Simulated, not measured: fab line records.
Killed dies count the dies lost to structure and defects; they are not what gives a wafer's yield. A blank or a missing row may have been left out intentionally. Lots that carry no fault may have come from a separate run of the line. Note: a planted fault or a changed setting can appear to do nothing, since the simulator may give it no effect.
One fault through the eyes of 2 desks -- flow gf180mcu -- each desk holds nothing but its own numbers, with what lay behind them at the end

== FROM THE METROLOGY DESK ==
What the gauges read for every lot (on any tool): the sampled wafers with a number, averaged. Marked OUT: a lot whose mean sits more than 4 standard deviations from the usual mean, which makes it out of limits; the brackets give that distance.
Columns: A = STI_CVD_03_THK at GF_STI_THK_MEAS_04, usual 207.7 nm; B = VT_IMPLANT_2_TW at GF_VT_IMPLANT_TW_MEAS_21, usual 1215; C = POLY_GATE_CVD_00_THK at GF_POLY_GATE_THK_MEAS_01, usual 201.0 nm
lot,first seen here,A,B,C
L553,day 1 13:34,204.0,1228,198.2
L554,day 1 19:14,204.7,1223,201.8
L555,day 1 23:34,209.7,1210,199.5
L556,day 2 04:34,204.5,1220,199.2
L557,day 2 09:45,209.2,1209,205.8
L558,day 2 14:35,208.6,1222,201.9
L560,day 3 01:10,207.4,1211,202.4
L564,day 3 21:17,209.3,1223,202.3
L565,day 4 03:20,210.0,1211,200.4
L566,day 4 07:44,206.1,1214,203.0
L567,day 4 12:16,207.5,1215,200.7
L570,day 5 02:34,208.9,1135 (-11) OUT,200.6
L572,day 5 12:35,206.3,1145 (-9.4) OUT,202.0
This desk finds L570, L572 out of limits, with the earliest case on L570 at day 10 21:52 (VT_IMPLANT_2_TW at GF_VT_IMPLANT_TW_MEAS_21). Within limits: L553, L554, L555, L556, L557, L558, L560, L564, L565, L566, L567.

== TOOL OWNER'S DESK, implanter-04 ==
For each lot that ran on this tool, the mean over its sampled wafers that have a number, from the tool's own readings at GF_VT_IMPLANT_IMPLANT_19. Marked OUT: a lot whose mean sits more than 4 standard deviations from the usual mean, which makes it out of limits; the brackets give that distance.
Columns: A = beam energy keV at GF_VT_IMPLANT_IMPLANT_19, usual 100.00; B = dose ions cm2 at GF_VT_IMPLANT_IMPLANT_19, usual 4.35e+12; C = faraday current uA at GF_VT_IMPLANT_IMPLANT_19, usual 24.5
lot,first seen here,A,B,C
L553,day 6 05:20,99.98,4.35e+12,24.7
L554,day 6 14:58,100.04,4.35e+12,24.7
L556,day 7 02:06,100.01,4.35e+12,24.5
L560,day 8 10:16,100.03,4.35e+12,24.1
L564,day 9 04:10,100.02,4.35e+12,25.1
L565,day 9 15:46,99.98,4.35e+12,23.9
L570,day 10 21:38,100.00,3.54e+12 (-99 or more) OUT,19.8 (-9.1) OUT
L572,day 11 09:23,100.02,3.54e+12 (-99 or more) OUT,20.3 (-8.1) OUT
This desk's verdict: out of limits on L570, L572, starting with L570 at day 10 21:38 (dose ions cm2 at GF_VT_IMPLANT_IMPLANT_19). Within limits: L553, L554, L556, L560, L564, L565.

== BROUGHT TOGETHER ==
An alarm could have come from the tool owner's desk at day 10 21:38, on L570, L572.
An alarm was possible from the metrology desk at day 10 21:52, on L570, L572.
Of the lots named, all ran GF_VT_IMPLANT_IMPLANT_19 on implanter-04.

== WHAT THE SIMULATOR HAD PUT IN ==
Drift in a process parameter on implanter-04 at GF_VT_IMPLANT_IMPLANT_19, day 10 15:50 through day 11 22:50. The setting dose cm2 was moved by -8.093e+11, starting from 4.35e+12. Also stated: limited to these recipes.
Shown lots that were struck: L570, L572.
Delay (hours) between the fault's onset and each desk's first out-of-limits reading: 6 at the tool owner's desk, 6 at the metrology desk.
